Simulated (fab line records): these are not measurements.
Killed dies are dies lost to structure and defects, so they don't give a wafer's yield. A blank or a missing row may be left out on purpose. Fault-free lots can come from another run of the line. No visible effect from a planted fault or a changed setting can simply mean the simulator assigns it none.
fab line records	flow gf180mcu
record: lots: 6	wafers: 18	last_day: 34
route steps=602 shown HV_LDD@225 NSD@235 PSD@248
lots that met no fault: taken from a fault-free run of the same line
start_h: hours from the record's opening day to when the first of the lot's shown wafers began	wait_h: time in hours since the lot's previous step	" identical to the entry in the row above	L1.1+2: a single row standing in for several wafers	- no value present, or no start provided	* or withheld: withheld	< > ~ a bound
route shown NAME@n: NAME is a module with steps in the file, n the number in the route of the first one	usual: mean/standard deviation taken from wafers without a fault	same: alike in all rows	chamber/n: place in a boat	sites: readings site by site	_std_site: how widely they spread, as a standard deviation	_edge_site: the outer-site mean with the inner-site mean subtracted	radius_mm: how far each site lies from the wafer's centre	mask NAME#n: copy n	behind: tool/chamber where the wafer was last shaped	hold: reason for holding the lot/hours on hold/outcome of the hold	device: the n, p or np transistor that did not switch	end of line: the route-end tests of the same wafers	step lacking rows: just its recipe	killed: dies that structure and defects cost at the first sort, which is not the same as the wafer's yield	map: a wafer's dies, x killed, . not, _ none there
set.NAME: the run value of the setting; set.NAME@STEP: its run value at that earlier step	model.NAME: the simulator's own value behind a step, which no gauge read
lots at selected steps of the route; one table per step, one row per wafer
services: the hour from which a tool's chamber was out of use, counted from the record's first day as start_h (under 0 if before that day), plus the number of hours and why
== steps ==
step: GF_HV_LDD_STRIP_49
recipe: chemistry: O2/N2	power_w: 1400	pressure_mtorr: 1500	platen_temp_c: 250	o2_flow_sccm: 3000	n2_flow_sccm: 300	overash_fraction: 0.5
usual: drypump_motor_current_A: 5.5/0.41	heater_power_w: 331/20	oes_product_au: 0.716/0.0046	strip_time_to_endpoint_s: 12.62/0.042
lot.wafer	tool	chamber	start_h	wait_h	drypump_motor_current_A	heater_power_w	oes_product_au	rf_hours_counter_h	strip_time_to_endpoint_s
L673.1	plasma_asher-01	1	319.26	0.1	6.1	304	0.712	67	12.63
L673.2	"	0	"	"	5.3	356	0.718	67	12.56
L673.4	"	0	"	"	5.3	348	0.715	-	12.51
L674.4	plasma_asher-04	0	330.70	0.1	4.9	327	0.707	-	12.53
L674.5	"	1	"	"	5.4	343	0.725	-	12.55
L674.6	"	0	"	"	5.0	328	0.713	-	12.54
L677.1	plasma_asher-01	1	346.56	0.1	6.1	299	0.716	70	12.58
L677.2	"	0	"	"	5.3	354	0.714	70	12.61
L677.4	"	0	"	"	5.3	343	0.715	-	12.61
L683.1	plasma_asher-01	1	404.73	0.1	6.1	300	0.716	75	12.66
L683.3	"	1	"	"	6.1	307	0.718	-	12.66
L683.4	"	0	"	"	5.3	359	0.713	-	12.64
L686.3	plasma_asher-04	1	420.44	0.1	5.4	352	0.710	-	12.64
L686.4	"	0	"	"	5.0	316	0.716	-	12.65
L686.6	"	1	"	"	5.4	344	0.717	-	12.63
L691.3	plasma_asher-02	1	458.24	0.1	6.0	360	0.722	-	12.71
L691.4	"	0	"	"	5.5	311	0.718	-	12.67
L691.5	"	1	"	"	6.0	345	0.714	-	12.68
step: GF_HV_LDD_TW_MEAS_50
usual: HV_LDD_4_TW: 566.6/2.4
lot.wafer	tool	chamber	start_h	wait_h	HV_LDD_4_TW
L673.1	film_metro-03	-	319.36	0.1	565.2
L673.2	"	-	"	"	564.0
L673.4	"	-	"	"	568.0
L674.4	film_metro-03	-	330.79	0.1	564.9
L674.5	"	-	"	"	566.8
L674.6	"	-	"	"	567.7
L677.1	film_metro-03	-	346.66	0.1	566.5
L677.2	"	-	"	"	564.9
L677.4	"	-	"	"	565.4
L683.1	film_metro-04	-	404.83	0.1	564.8
L683.3	"	-	"	"	566.4
L683.4	"	-	"	"	565.7
L686.3	film_metro-02	-	420.65	0.2	566.5
L686.4	"	-	"	"	565.3
L686.6	"	-	"	"	565.3
L691.3	film_metro-02	-	458.33	0.1	566.1
L691.4	"	-	"	"	564.6
L691.5	"	-	"	"	565.3
step: GF_HV_LDD_CLEAN_51
recipe: chemistry: SC1/SC2	mix: 1:4:20	temp_c: 70	time_s: 150	dry: n2_spin
step: GF_HV_LDD_RTA_52
recipe: temp_c: 1000	time_s: 10	ambient: N2
usual: chamber_o2_ppm: 2.001/0.023	lamp_power_pct: 35.5/2.6	wafer_temp_C_max: 1004.1/0.77
same: time_s: 10
lot.wafer	tool	chamber	start_h	wait_h	chamber_o2_ppm	lamp_power_pct	wafer_temp_C_max
L673.1	rtp_anneal-02	0	319.47	0.0	1.993	32.6	1005.3
L673.2	"	0	"	"	1.961	32.7	1005.7
L673.4	"	0	"	"	1.980	32.6	1004.8
L674.4	rtp_anneal-02	0	330.94	0.1	1.994	32.7	1005.1
L674.5	"	0	"	"	1.995	32.6	1004.2
L674.6	"	0	"	"	1.981	32.6	1004.4
L677.1	rtp_anneal-01	0	346.77	0.0	1.988	37.8	1005.6
L677.2	"	0	"	"	2.004	37.8	1004.5
L677.4	"	0	"	"	2.029	37.8	1003.1
L683.1	rtp_anneal-01	0	404.94	0.0	1.982	37.9	1004.5
L683.3	"	0	"	"	1.987	37.8	1004.1
L683.4	"	0	"	"	1.989	37.8	1003.6
L686.3	rtp_anneal-01	0	420.77	0.0	2.009	37.8	1004.1
L686.4	"	0	"	"	1.994	37.9	1003.1
L686.6	"	0	"	"	1.975	37.8	1004.4
L691.3	rtp_anneal-01	0	458.45	0.0	2.003	37.8	1003.5
L691.4	"	0	"	"	1.991	37.8	1003.0
L691.5	"	0	"	"	2.048	37.9	1003.9
step: GF_HV_LDD_RS_MEAS_53
recipe: thk_meas_gauge: four-point-probe
usual: HV_LDD_RS: 418.1/0.98
lot.wafer	tool	chamber	start_h	wait_h	HV_LDD_RS[ohm/sq]
L673.1	film_metro-02	-	319.54	0.1	416.5
L673.2	"	-	"	"	417.4
L673.4	"	-	"	"	417.6
L674.4	film_metro-02	-	331.07	0.1	417.9
L674.5	"	-	"	"	417.3
L674.6	"	-	"	"	417.9
L677.1	film_metro-04	-	346.84	0.1	418.9
L677.2	"	-	"	"	418.8
L677.4	"	-	"	"	419.7
L683.1	film_metro-03	-	405.01	0.1	417.5
L683.3	"	-	"	"	419.6
L683.4	"	-	"	"	418.9
L686.3	film_metro-03	-	420.89	0.1	418.7
L686.4	"	-	"	"	418.7
L686.6	"	-	"	"	418.6
L691.3	film_metro-04	-	458.53	0.1	416.2
L691.4	"	-	"	"	416.9
L691.5	"	-	"	"	416.1
step: GF_HV_LDD_CVD_54
recipe: material: SiO2	target_thk_nm: 10	precursor: TEOS	temp_c: 680	time_s: 75	pressure_mtorr: 400
step: GF_HV_LDD_THK_MEAS_55
recipe: reads: SiO2_of_HV_LDD_CVD_54
usual: HV_LDD_CVD_54_THK: 10.04/0.13
lot.wafer	tool	chamber	start_h	wait_h	HV_LDD_CVD_54_THK[nm]
L673.1	film_metro-03	-	320.90	0.0	10.40
L673.2	"	-	"	"	10.37
L673.4	"	-	"	"	10.37
L674.4	film_metro-02	-	332.22	0.1	9.86
L674.5	"	-	"	"	9.97
L674.6	"	-	"	"	10.01
L677.1	film_metro-04	-	348.49	0.0	9.80
L677.2	"	-	"	"	9.86
L677.4	"	-	"	"	9.89
L683.1	film_metro-02	-	406.15	0.0	10.17
L683.3	"	-	"	"	10.02
L683.4	"	-	"	"	10.07
L686.3	film_metro-02	-	422.02	0.0	9.94
L686.4	"	-	"	"	10.00
L686.6	"	-	"	"	10.11
L691.3	film_metro-02	-	459.65	0.0	9.91
L691.4	"	-	"	"	10.08
L691.5	"	-	"	"	9.97
step: GF_HV_LDD_CVD_56
recipe: material: Si3N4	precursor: DCS/NH3	target_thk_nm: 90	temp_c: 770	time_s: 1543	pressure_mtorr: 250
step: GF_HV_LDD_THK_MEAS_57
recipe: reads: Si3N4_of_HV_LDD_CVD_56
usual: HV_LDD_CVD_56_THK: 90.4/0.67
lot.wafer	tool	chamber	start_h	wait_h	HV_LDD_CVD_56_THK[nm]
L673.1	film_metro-02	-	323.10	0.0	91.0
L673.2	"	-	"	"	91.1
L673.4	"	-	"	"	91.5
L674.4	film_metro-02	-	333.71	0.0	90.8
L674.5	"	-	"	"	90.1
L674.6	"	-	"	"	90.5
L677.1	film_metro-02	-	350.69	0.0	89.8
L677.2	"	-	"	"	89.5
L677.4	"	-	"	"	90.7
L683.1	film_metro-02	-	407.64	0.0	90.9
L683.3	"	-	"	"	90.3
L683.4	"	-	"	"	91.2
L686.3	film_metro-02	-	423.50	0.0	90.1
L686.4	"	-	"	"	90.4
L686.6	"	-	"	"	90.7
L691.3	film_metro-03	-	461.14	0.0	89.6
L691.4	"	-	"	"	90.4
L691.5	"	-	"	"	90.7
step: GF_HV_LDD_ETCHBACK_58
recipe: chemistry: CH3F/O2	target: Si3N4	stop_on: SiO2	source_w: 400	bias_w: 80	pressure_mtorr: 25	ch3f_flow_sccm: 40	O2_flow_sccm: 30	time_s: 100	target_depth_a: 900
usual: drypump_motor_current_A: 5.7/0.43	oes_product_au: 0.844/0.0059	throttle_valve_pct: 10.560/0.0087
same: time_s: 100
lot.wafer	tool	chamber	start_h	wait_h	drypump_motor_current_A	oes_product_au	rf_hours_counter_h	throttle_valve_pct
L673.1	rie_diel-02	0	323.16	0.1	5.6	0.848	87	10.555
L673.2	"	2	"	"	6.3	0.849	22	10.563
L673.4	"	3	"	"	5.9	0.850	17	10.573
L674.4	rie_diel-03	1	333.74	0.0	5.4	0.842	14	10.564
L674.5	"	3	"	"	5.3	0.844	-	10.569
L674.6	"	2	"	"	5.7	0.836	-	10.554
L677.1	rie_diel-02	2	350.75	0.1	6.3	0.840	23	10.557
L677.2	"	3	"	"	5.9	0.839	18	10.559
L677.4	"	1	"	"	6.6	0.848	89	10.572
L683.1	rie_diel-04	2	407.70	0.1	5.6	0.848	107	10.557
L683.3	"	3	"	"	5.8	0.840	13	10.557
L683.4	"	1	"	"	4.8	0.853	3	10.559
L686.3	rie_diel-02	1	423.54	0.0	6.6	0.834	92	10.567
L686.4	"	2	"	"	6.3	0.845	25	10.554
L686.6	"	0	"	"	5.6	0.844	-	10.554
L691.3	rie_diel-03	1	461.22	0.1	5.4	0.848	-	10.564
L691.4	"	0	"	"	6.0	0.838	-	10.556
L691.5	"	0	"	"	6.0	0.852	-	10.551
step: GF_NSD_DEHYDRATE_00
recipe: temp_c: 200	time_s: 60
step: GF_NSD_HMDS_01
recipe: prime_time_s: 60	prime_temp_c: 120
step: GF_NSD_COAT_02
recipe: resist: NOVOLAK	spin_rpm: 3000	resist_thk_nm: 1000
usual: chill_plate_temp_C: 23.00/0.099	dispense_pressure_kPa: 52.3/2.6
lot.wafer	tool	chamber	start_h	wait_h	chill_plate_temp_C	dispense_pressure_kPa
L673.1	litho_track-02	-	332.93	0.1	-	-
L673.2	"	-	"	"	-	-
L673.4	"	-	"	"	-	-
L674.4	litho_track-01	-	344.58	0.1	-	-
L674.5	"	-	"	"	-	-
L674.6	"	-	"	"	-	-
L677.1	litho_track-01	0	360.85	0.1	23.06	48.3
L677.2	"	0	"	"	23.09	48.3
L677.4	"	0	"	"	22.92	48.4
L683.1	litho_track-03	0	419.51	0.1	23.04	51.7
L683.3	"	0	"	"	23.15	51.7
L683.4	"	0	"	"	23.03	51.7
L686.3	litho_track-01	0	435.70	0.1	22.89	48.3
L686.4	"	0	"	"	23.11	48.3
L686.6	"	0	"	"	23.09	48.3
L691.3	litho_track-03	0	472.21	0.1	23.06	51.7
L691.4	"	0	"	"	23.06	51.7
L691.5	"	0	"	"	23.20	51.7
step: GF_NSD_SOFTBAKE_03
recipe: temp_c: 90	time_s: 60	resist: NOVOLAK
step: GF_NSD_EXPOSE_04
recipe: mask_id: Nplus	target_cd_nm: 400	na: 0.6	source_shape: conventional	sigma_outer: 0.6	dose_mj: 140
step: GF_NSD_PEB_05
recipe: temp_c: withheld	time_s: *	resist: NOVOLAK
step: GF_NSD_DEVELOP_06
recipe: develop_time_s: 60	dev_temp_c: 23
step: GF_NSD_CD_MEAS_07
recipe: target_cd_nm: 400
usual: cd_nm: 400.3/2.3
lot.wafer	tool	chamber	start_h	wait_h	cd_nm
L673.1	cd_sem-01	-	343.88	0.1	-
L673.2	"	-	"	"	-
L673.4	"	-	"	"	-
L674.4	cd_sem-01	-	355.62	0.1	-
L674.5	"	-	"	"	-
L674.6	"	-	"	"	-
L677.1	cd_sem-01	-	372.70	0.1	399.6
L677.2	"	-	"	"	400.8
L677.4	"	-	"	"	402.4
L683.1	cd_sem-01	-	432.16	0.1	401.2
L683.3	"	-	"	"	399.4
L683.4	"	-	"	"	399.6
L686.3	cd_sem-01	-	447.60	0.1	398.9
L686.4	"	-	"	"	397.6
L686.6	"	-	"	"	400.6
L691.3	cd_sem-01	-	484.42	0.1	404.3
L691.4	"	-	"	"	403.5
L691.5	"	-	"	"	403.4
step: GF_NSD_OVL_MEAS_08
usual: NSD_OVL: -1.0/1.5
lot.wafer	tool	chamber	start_h	wait_h	NSD_OVL[nm]
L673.1	overlay-01	-	344.00	0.1	-
L673.2	"	-	"	"	-
L673.4	"	-	"	"	-
L674.4	overlay-02	-	355.69	0.1	-
L674.5	"	-	"	"	-
L674.6	"	-	"	"	-
L677.1	overlay-02	-	372.82	0.1	-0.3
L677.2	"	-	"	"	-1.5
L677.4	"	-	"	"	-1.3
L683.1	overlay-02	-	432.28	0.1	-1.6
L683.3	"	-	"	"	-4.0
L683.4	"	-	"	"	-4.3
L686.3	overlay-02	-	447.69	0.1	0.9
L686.4	"	-	"	"	0.5
L686.6	"	-	"	"	-1.1
L691.3	overlay-02	-	484.51	0.1	-2.2
L691.4	"	-	"	"	-0.9
L691.5	"	-	"	"	-2.4
step: GF_NSD_IMPLANT_09
recipe: species: As	energy_kev: 60	dose_cm2: 4e+15	tilt_deg: 7
step: GF_NSD_IMPLANT_10
recipe: species: P	energy_kev: 40	dose_cm2: 5e+14	tilt_deg: 7
step: GF_NSD_STRIP_11
recipe: chemistry: O2/N2	power_w: 1400	pressure_mtorr: 1500	platen_temp_c: 250	o2_flow_sccm: 3000	n2_flow_sccm: 300	overash_fraction: 0.5
usual: drypump_motor_current_A: 5.4/0.41	heater_power_w: 323/27	oes_product_au: 0.487/0.0048	strip_time_to_endpoint_s: 22.95/0.038
lot.wafer	tool	chamber	start_h	wait_h	drypump_motor_current_A	heater_power_w	oes_product_au	rf_hours_counter_h	strip_time_to_endpoint_s
L673.1	plasma_asher-03	0	344.33	0.1	4.9	340	-	68	-
L673.2	"	1	"	"	5.9	276	-	68	-
L673.4	"	0	"	"	4.9	344	-	-	-
L674.4	plasma_asher-02	0	356.04	0.1	5.6	314	-	-	-
L674.5	"	1	"	"	6.0	352	-	-	-
L674.6	"	0	"	"	5.5	318	-	-	-
L677.1	plasma_asher-03	1	373.16	0.1	5.9	280	0.483	71	23.03
L677.2	"	0	"	"	4.9	344	0.490	71	22.95
L677.4	"	1	"	"	5.9	281	0.485	-	23.01
L683.1	plasma_asher-03	0	432.61	0.1	4.9	341	0.491	77	22.91
L683.3	"	0	"	"	4.9	332	0.488	-	22.96
L683.4	"	1	"	"	5.9	282	0.483	-	22.94
L686.3	plasma_asher-03	0	448.05	0.1	4.9	336	0.480	-	22.99
L686.4	"	1	"	"	5.9	280	0.483	-	22.96
L686.6	"	0	"	"	4.9	332	0.492	-	22.99
L691.3	plasma_asher-03	1	484.87	0.1	5.9	274	0.491	-	22.91
L691.4	"	0	"	"	4.9	339	0.492	-	22.96
L691.5	"	0	"	"	4.9	334	0.481	-	22.94
step: GF_NSD_TW_MEAS_12
usual: NSD_TW: 4244/22
lot.wafer	tool	chamber	start_h	wait_h	NSD_TW
L673.1	film_metro-01	-	344.43	0.1	4231
L673.2	"	-	"	"	4217
L673.4	"	-	"	"	4228
L674.4	film_metro-01	-	356.14	0.1	4222
L674.5	"	-	"	"	4239
L674.6	"	-	"	"	4223
L677.1	film_metro-01	-	373.26	0.1	4258
L677.2	"	-	"	"	4266
L677.4	"	-	"	"	4244
L683.1	film_metro-01	-	432.71	0.1	4279
L683.3	"	-	"	"	4259
L683.4	"	-	"	"	4280
L686.3	film_metro-01	-	448.13	0.1	4237
L686.4	"	-	"	"	4253
L686.6	"	-	"	"	4251
L691.3	film_metro-01	-	484.95	0.1	4280
L691.4	"	-	"	"	4265
L691.5	"	-	"	"	4291
step: GF_PSD_DEHYDRATE_00
recipe: temp_c: 200	time_s: 60
step: GF_PSD_HMDS_01
recipe: prime_time_s: 60	prime_temp_c: 120
step: GF_PSD_COAT_02
recipe: resist: NOVOLAK	spin_rpm: 3000	resist_thk_nm: 1000
step: GF_PSD_SOFTBAKE_03
recipe: temp_c: 90	time_s: 60	resist: NOVOLAK
step: GF_PSD_EXPOSE_04
recipe: mask_id: Pplus	target_cd_nm: 400	na: 0.6	source_shape: conventional	sigma_outer: 0.6	dose_mj: 140
step: GF_PSD_PEB_05
recipe: temp_c: withheld	time_s: *	resist: NOVOLAK
step: GF_PSD_DEVELOP_06
recipe: develop_time_s: 60	dev_temp_c: 23
step: GF_PSD_CD_MEAS_07
recipe: target_cd_nm: 400
usual: cd_nm: 399.5/2.7
lot.wafer	tool	chamber	start_h	wait_h	cd_nm
L673.1	cd_sem-01	-	366.20	0.1	397.2
L673.2	"	-	"	"	395.0
L673.4	"	-	"	"	395.5
L674.4	cd_sem-02	-	378.42	0.1	397.3
L674.5	"	-	"	"	397.0
L674.6	"	-	"	"	397.7
L677.1	cd_sem-01	-	394.90	0.1	397.8
L677.2	"	-	"	"	399.0
L677.4	"	-	"	"	399.0
L683.1	cd_sem-01	-	456.30	0.1	398.2
L683.3	"	-	"	"	396.3
L683.4	"	-	"	"	396.8
L686.3	cd_sem-01	-	471.92	0.1	398.5
L686.4	"	-	"	"	397.8
L686.6	"	-	"	"	399.6
L691.3	cd_sem-01	-	508.09	0.1	398.1
L691.4	"	-	"	"	396.6
L691.5	"	-	"	"	398.0
step: GF_PSD_OVL_MEAS_08
usual: PSD_OVL: 0.5/1.3
lot.wafer	tool	chamber	start_h	wait_h	PSD_OVL[nm]
L673.1	overlay-02	-	366.32	0.1	1.9
L673.2	"	-	"	"	1.9
L673.4	"	-	"	"	1.2
L674.4	overlay-01	-	378.49	0.1	-0.2
L674.5	"	-	"	"	0.9
L674.6	"	-	"	"	0.1
L677.1	overlay-02	-	395.02	0.1	-1.9
L677.2	"	-	"	"	-2.3
L677.4	"	-	"	"	-1.4
L683.1	overlay-02	-	456.42	0.1	1.3
L683.3	"	-	"	"	-0.5
L683.4	"	-	"	"	-0.4
L686.3	overlay-02	-	472.01	0.1	-0.4
L686.4	"	-	"	"	1.3
L686.6	"	-	"	"	-0.7
L691.3	overlay-02	-	508.18	0.1	-1.4
L691.4	"	-	"	"	-0.7
L691.5	"	-	"	"	-0.5
step: GF_PSD_IMPLANT_09
recipe: species: BF2	energy_kev: 40	dose_cm2: 1.5e+15	tilt_deg: 7
step: GF_PSD_STRIP_10
recipe: chemistry: O2/N2	power_w: 1400	pressure_mtorr: 1500	platen_temp_c: 250	o2_flow_sccm: 3000	n2_flow_sccm: 300	overash_fraction: 0.5
usual: drypump_motor_current_A: 5.6/0.42	heater_power_w: 318/28	oes_product_au: 0.592/0.0043	strip_time_to_endpoint_s: 16.54/0.031
lot.wafer	tool	chamber	start_h	wait_h	drypump_motor_current_A	heater_power_w	oes_product_au	rf_hours_counter_h	strip_time_to_endpoint_s
L673.1	plasma_asher-03	0	366.51	0.1	5.0	326	0.588	70	16.55
L673.2	"	1	"	"	5.8	275	0.581	70	16.56
L673.4	"	0	"	"	5.0	337	0.596	-	16.53
L674.4	plasma_asher-03	0	378.69	0.1	4.9	342	0.594	-	16.60
L674.5	"	1	"	"	5.9	284	0.588	-	16.55
L674.6	"	0	"	"	4.9	345	0.589	-	16.55
L677.1	plasma_asher-01	1	395.21	0.1	6.1	296	0.587	74	16.51
L677.2	"	0	"	"	5.3	353	0.598	74	16.54
L677.4	"	0	"	"	5.3	348	0.587	-	16.51
L683.1	plasma_asher-03	1	456.61	0.1	5.9	275	0.594	80	16.55
L683.3	"	0	"	"	4.9	335	0.585	-	16.57
L683.4	"	1	"	"	5.8	284	0.601	-	16.55
L686.3	plasma_asher-03	1	472.22	0.1	5.8	272	0.594	-	16.56
L686.4	"	0	"	"	4.9	334	0.591	-	16.53
L686.6	"	1	"	"	5.9	279	0.588	-	16.55
L691.3	plasma_asher-01	1	508.39	0.1	6.1	293	0.589	-	16.58
L691.4	"	0	"	"	5.3	344	0.582	-	16.57
L691.5	"	0	"	"	5.3	348	0.595	-	16.57
step: GF_PSD_TW_MEAS_11
usual: PSD_TW: 3173/17
lot.wafer	tool	chamber	start_h	wait_h	PSD_TW
L673.1	film_metro-01	-	366.61	0.1	4260
L673.2	"	-	"	"	4227
L673.4	"	-	"	"	4246
L674.4	film_metro-03	-	378.79	0.1	4289
L674.5	"	-	"	"	4269
L674.6	"	-	"	"	4278
L677.1	film_metro-03	-	395.31	0.1	3153
L677.2	"	-	"	"	3158
L677.4	"	-	"	"	3131
L683.1	film_metro-03	-	456.71	0.1	3163
L683.3	"	-	"	"	3180
L683.4	"	-	"	"	3178
L686.3	film_metro-02	-	472.30	0.1	3161
L686.4	"	-	"	"	3140
L686.6	"	-	"	"	3143
L691.3	film_metro-03	-	508.48	0.1	3182
L691.4	"	-	"	"	3188
L691.5	"	-	"	"	3177
step: GF_PSD_CLEAN_12
recipe: chemistry: SC1/SC2	mix: 1:4:20	temp_c: 70	time_s: 150	dry: n2_spin
== services ==
tool	chamber	start_h	hours	kind
plasma_asher-03	-	304.62	1.8	repair
rie_diel-03	-	308.47	0.2	repair
plasma_asher-02	-	321.26	2.6	repair
plasma_asher-02	-	322.01	1.4	repair
plasma_asher-03	-	334.84	0.4	repair
rie_diel-02	-	336.10	4.3	pm
rie_diel-04	-	340.16	2.8	pm
plasma_asher-04	-	367.09	5.4	repair
rie_diel-03	-	374.00	1.3	repair
rie_diel-04	3	377.68	8.6	repair
rie_diel-04	1	382.63	7.7	repair
rie_diel-02	0	384.43	3.8	repair
plasma_asher-04	-	406.97	2.8	pm
rtp_anneal-01	-	407.04	3.9	pm
plasma_asher-01	-	421.25	9.0	pm
rie_diel-03	0	421.29	8.3	repair
rie_diel-03	3	429.80	70.1	repair
rtp_anneal-01	-	432.03	0.6	pm
plasma_asher-04	-	437.62	4.6	repair
rie_diel-03	2	455.40	10.7	repair
rie_diel-03	1	465.68	6.6	repair
plasma_asher-01	-	480.20	14.6	pm
rtp_anneal-01	-	485.47	9.7	pm
plasma_asher-01	-	499.75	2.3	repair
== key ==
first_sign: step: GF_NSD_COAT_02	reading: tool_record	direction: missing
effect: step: GF_NSD_CD_MEAS_07	reading: cd_nm	direction: missing
effect: step: GF_NSD_OVL_MEAS_08	reading: NSD_OVL	direction: missing
effect: step: GF_PSD_TW_MEAS_11	reading: PSD_TW	direction: up	sigmas: 65	usual: 3173	struck: 4261
met_at GF_NSD_COAT_02
struck_wafers L673.1,L673.2,L673.4,L674.4,L674.5,L674.6
sort_left_out L673.1,L673.2,L673.4,L674.4,L674.5,L674.6
tester_left_out L673,L674
fault: kind: skipped_step_whole	tool: litho_track-01,litho_track-02	chamber: -	onset_h: 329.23	steps: GF_NSD_COAT_02	scope: struck_lots_only
tester_left_out: of these lots the tester's yield and bins aren't shown, on N5 and GAA mostly nor the transistor test; their killed dies are dies lost to structure and defects alone, not to doping, threshold or leakage, so they don't give the yield
sort_left_out: the simulated sort isn't trusted on such a fault, so these wafers' sort isn't shown, and their yield isn't known
